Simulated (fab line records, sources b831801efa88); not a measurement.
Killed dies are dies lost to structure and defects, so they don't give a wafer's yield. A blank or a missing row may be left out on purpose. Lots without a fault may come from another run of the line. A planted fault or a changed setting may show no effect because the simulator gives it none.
Which tool did it? | flow gf180mcu | 11 lots, 33 wafers sampled, at 2 steps of a route of 602

WHAT THE GAUGES READ, wafer by wafer
GF_M2_RS_MEAS_05: measures by four-point-probe.
lot  | measured     | on            | M2_ALCU_RS (ohm/sq)
L976 | day 20 13:33 | film_metro-02 | 0.0703 0.0706 0.0710
L977 | day 20 22:59 | film_metro-01 | 0.0694 0.0700 0.0700
L978 | day 21 09:47 | film_metro-01 | 0.0696 0.0695 0.0691
L979 | day 21 21:44 | film_metro-01 | 0.0694 0.0688 0.0694
L980 | day 22 05:43 | film_metro-01 | 0.0691 0.0685 0.0687
L983 | day 23 01:55 | film_metro-02 | 0.0693 0.0694 0.0697
L984 | day 23 03:41 | film_metro-03 | 0.0680 0.0679 0.0674
L990 | day 25 10:52 | film_metro-03 | 0.0622 0.0704 0.0703
L991 | day 25 20:08 | film_metro-02 | 0.0692 0.0605 0.0694
L992 | day 25 23:47 | film_metro-02 | 0.0694 0.0689 0.0689
L993 | day 26 02:17 | film_metro-03 | 0.0696 0.0692 0.0691

WHICH TOOL RAN EACH LOT (tool, then ch and the chambers of the sampled wafers, then the start)
lot  | GF_M2_SPUTTER_02
L976 | pvd_sputter-01, day 20 13:28
L977 | pvd_sputter-04, day 20 22:54
L978 | pvd_sputter-01, day 21 09:42
L979 | pvd_sputter-02, day 21 21:36
L980 | pvd_sputter-04, day 22 05:38
L983 | pvd_sputter-01, day 23 01:49
L984 | pvd_sputter-04, day 23 03:36
L990 | pvd_sputter-01, day 25 10:46
L991 | pvd_sputter-01, day 25 20:02
L992 | pvd_sputter-04, day 25 23:41
L993 | pvd_sputter-02, day 26 02:08
- GF_M2_SPUTTER_02: material AlCu, target thk 450 nm, time 23.9 s.

THE ANSWER, worked out from the rows above alone
Rule: what is usual is taken from the lots themselves. Put in order of their means at a reading, lots are off if they are a third of the lots or fewer, leave a main group of 4 or more, and stand apart from it by a gap of 3 or more times the standard deviation of the main group's means; of several such gaps the widest counts. A main group whose means are all the same, to the digits that the tables above print for the reading, isn't used. A lot without any number at a reading at which 4 lots or more have one is off too. The other lots that the step has rows for count as sound.
No lot is off at any reading shown: from this, nothing can be told.

WHAT THE SIMULATOR HAD PUT IN
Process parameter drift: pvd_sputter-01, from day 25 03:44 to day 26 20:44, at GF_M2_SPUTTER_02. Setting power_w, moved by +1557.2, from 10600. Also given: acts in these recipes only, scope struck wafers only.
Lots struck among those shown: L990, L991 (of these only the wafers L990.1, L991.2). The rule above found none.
